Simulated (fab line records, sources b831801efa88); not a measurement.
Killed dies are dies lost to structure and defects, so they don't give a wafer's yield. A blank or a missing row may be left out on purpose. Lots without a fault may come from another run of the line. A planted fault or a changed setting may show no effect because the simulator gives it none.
Which tool did it? | flow sky130 | 12 lots, 36 wafers sampled, at 4 steps of a route of 708

WHAT THE GAUGES READ, wafer by wafer
SKY_CAP2M_THK_MEAS_01. Usual: CAP2M_CVD_00_THK 15.44 nm, standard deviation 0.24.
lot  | measured     | on            | CAP2M_CVD_00_THK (nm) | flag
L724 | day 40 03:13 | film_metro-03 | 15.09 15.25 15.20     |
L725 | day 40 17:25 | film_metro-03 | 15.11 15.42 15.28     |
L726 | day 40 21:20 | film_metro-02 | 15.06 15.20 15.19     |
L728 | day 41 15:41 | film_metro-03 | 15.03 14.98 15.35     |
L729 | day 41 16:57 | film_metro-03 | 15.44 15.65 15.62     |
L731 | day 42 12:08 | film_metro-02 | 15.25 15.16 15.55     |
L732 | day 42 20:23 | film_metro-01 | 15.68 15.71 15.80     |
L733 | day 42 23:58 | film_metro-03 | 15.39 15.37 15.68     |
L734 | day 43 15:08 | film_metro-03 | 15.33 15.32 15.67     |
L737 | day 44 04:19 | film_metro-01 | 15.34 15.51 15.63     |
L740 | day 44 14:20 | film_metro-02 | 15.02 15.03 15.49     |
L742 | day 45 02:44 | film_metro-02 | 15.32 15.05 15.51     |

SKY_PAD_OPEN_BOW_MEAS_13. Usual: PAD_OPEN_BOW 48 um, standard deviation 10.
lot  | measured     | on            | PAD_OPEN_BOW (um) | flag
L724 | day 46 02:56 | film_metro-03 | 41 47 29          |
L725 | day 46 15:44 | film_metro-02 | 61 56 49          |
L726 | day 46 19:19 | film_metro-03 | 43 44 54          |
L728 | day 47 09:44 | film_metro-01 | 51 57 63          |
L729 | day 47 11:43 | film_metro-03 | 36 39 33          |
L731 | day 48 04:57 | film_metro-01 | 47 57 54          |
L732 | day 48 11:01 | film_metro-03 | 63 45 41          |
L733 | day 48 13:18 | film_metro-03 | 38 38 47          |
L734 | day 49 03:17 | film_metro-02 | 57 54 61          |
L737 | day 49 13:40 | film_metro-03 | 43 44 43          |
L740 | day 49 23:12 | film_metro-03 | 29 35 49          |
L742 | day 50 07:26 | film_metro-01 | 49 58 60          |

WHICH TOOL RAN EACH LOT (tool, then ch and the chambers of the sampled wafers, then the start)
lot  | SKY_LDD_HVN_STRIP_09                 | SKY_CAP2M_METAL_ETCH_13
L724 | plasma_asher-01 ch 0,1, day 20 19:01 | rie_metal-01 ch 0,1, day 41 03:43
L725 | plasma_asher-03 ch 0,1, day 21 14:57 | rie_metal-01 ch 0,1, day 41 17:54
L726 | plasma_asher-04 ch 0, day 21 19:36   | rie_metal-01 ch 0,1, day 41 21:33
L728 | plasma_asher-04 ch 0,1, day 22 19:07 | rie_metal-03 ch 0,1, day 42 15:25
L729 | plasma_asher-03 ch 0,1, day 22 19:18 | rie_metal-03 ch 0,1, day 42 16:40
L731 | plasma_asher-04 ch 0,1, day 23 17:52 | rie_metal-01 ch 0,1, day 43 10:48
L732 | plasma_asher-03 ch 0,1, day 24 05:54 | rie_metal-04 ch 0,1, day 43 19:26
L733 | plasma_asher-03 ch 0,1, day 24 06:57 | rie_metal-04 ch 0,1, day 43 22:14
L734 | plasma_asher-04 ch 0,1, day 25 08:45 | rie_metal-01 ch 0,1, day 44 13:09
L737 | plasma_asher-03 ch 0,1, day 25 21:25 | rie_metal-04 ch 0,1, day 45 00:39
L740 | plasma_asher-03 ch 0,1, day 26 08:54 | rie_metal-04 ch 0,1, day 45 11:51
L742 | plasma_asher-03 ch 0,1, day 27 03:43 | rie_metal-01 ch 0,1, day 46 00:46
- SKY_LDD_HVN_STRIP_09: strips in O2/N2.
- SKY_CAP2M_METAL_ETCH_13: etches TiN in Cl2/BCl3, stops on SiO2, target depth 220 nm, time 62.9 s.

WHAT THE TOOLS THEMSELVES READ (means of the sampled wafers that have a number; where no wafer has one, the mark that the record gives instead)
SKY_LDD_HVN_STRIP_09. Usual: drypump_motor_current_A 5.44 A, standard deviation 0.18; oes_product_au 0.409 a.u., standard deviation 0.0047; strip_time_to_endpoint_s 4.137 s, standard deviation 0.014.
lot  | tool            | drypump_motor_current_A (A) | oes_product_au (a.u.) | strip_time_to_endpoint_s (s) | flag
L724 | plasma_asher-01 | 5.33                        | 0.412                 | 4.126                        |
L725 | plasma_asher-03 | 5.31                        | 0.407                 | 4.136                        |
L726 | plasma_asher-04 | 5.44                        | 0.410                 | 4.139                        |
L728 | plasma_asher-04 | 5.55                        | 0.402                 | 4.163                        |
L729 | plasma_asher-03 | 5.35                        | 0.409                 | 4.154                        |
L731 | plasma_asher-04 | 5.67                        | 0.406                 | 4.141                        |
L732 | plasma_asher-03 | 5.32                        | 0.406                 | 4.137                        |
L733 | plasma_asher-03 | 5.30                        | 0.412                 | 4.141                        |
L734 | plasma_asher-04 | 5.68                        | 0.407                 | 4.140                        |
L737 | plasma_asher-03 | 5.30                        | 0.409                 | 4.115                        |
L740 | plasma_asher-03 | 5.34                        | 0.408                 | 4.146                        |
L742 | plasma_asher-03 | 5.28                        | 0.407                 | 4.143                        |

SKY_CAP2M_METAL_ETCH_13. Usual: drypump_motor_current_A 5.8 A, standard deviation 0.62; mfc_cl2_sccm 59.96 sccm, standard deviation 0.19; oes_product_au 0.941 a.u., standard deviation 0.0077; throttle_valve_pct 21.902 %, standard deviation 0.01.
lot  | tool         | drypump_motor_current_A (A) | mfc_cl2_sccm (sccm) | oes_product_au (a.u.) | throttle_valve_pct (%) | flag
L724 | rie_metal-01 | 6.4                         | 59.92               | 0.937                 | 21.896                 |
L725 | rie_metal-01 | 6.4                         | 59.86               | 0.937                 | 21.904                 |
L726 | rie_metal-01 | 6.3                         | 60.13               | 0.945                 | 21.898                 |
L728 | rie_metal-03 | 6.0                         | 60.16               | 0.939                 | 21.906                 |
L729 | rie_metal-03 | 5.5                         | 60.03               | 0.939                 | 21.905                 |
L731 | rie_metal-01 | 6.5                         | 59.92               | 0.944                 | 21.914                 |
L732 | rie_metal-04 | 5.1                         | 59.80               | 0.942                 | 21.904                 |
L733 | rie_metal-04 | 5.1                         | 59.75               | 0.948                 | 21.895                 |
L734 | rie_metal-01 | 6.3                         | 59.96               | 0.939                 | 21.897                 |
L737 | rie_metal-04 | 5.1                         | 60.07               | 0.945                 | 21.899                 |
L740 | rie_metal-04 | 5.1                         | 59.90               | 0.946                 | 21.902                 |
L742 | rie_metal-01 | 6.4                         | 59.94               | 0.922                 | 21.915                 |

THE ANSWER, worked out from the rows above alone
Rule: a lot is off if the mean of its wafers that have a number lies more than 3 standard deviations from the usual mean. A lot without any number at a reading at which 4 lots or more have one is off too. The other lots that the step has rows for count as sound. The gauges are gone through in route order, then the tools' own readings, and for those a lot's mean is taken as printed above. The first step at which some lot is off is used, and at that step the reading that is off furthest; a lot without a number counts as furthest.
No lot is off at any reading shown: from this, nothing can be told.

WHAT THE SIMULATOR HAD PUT IN
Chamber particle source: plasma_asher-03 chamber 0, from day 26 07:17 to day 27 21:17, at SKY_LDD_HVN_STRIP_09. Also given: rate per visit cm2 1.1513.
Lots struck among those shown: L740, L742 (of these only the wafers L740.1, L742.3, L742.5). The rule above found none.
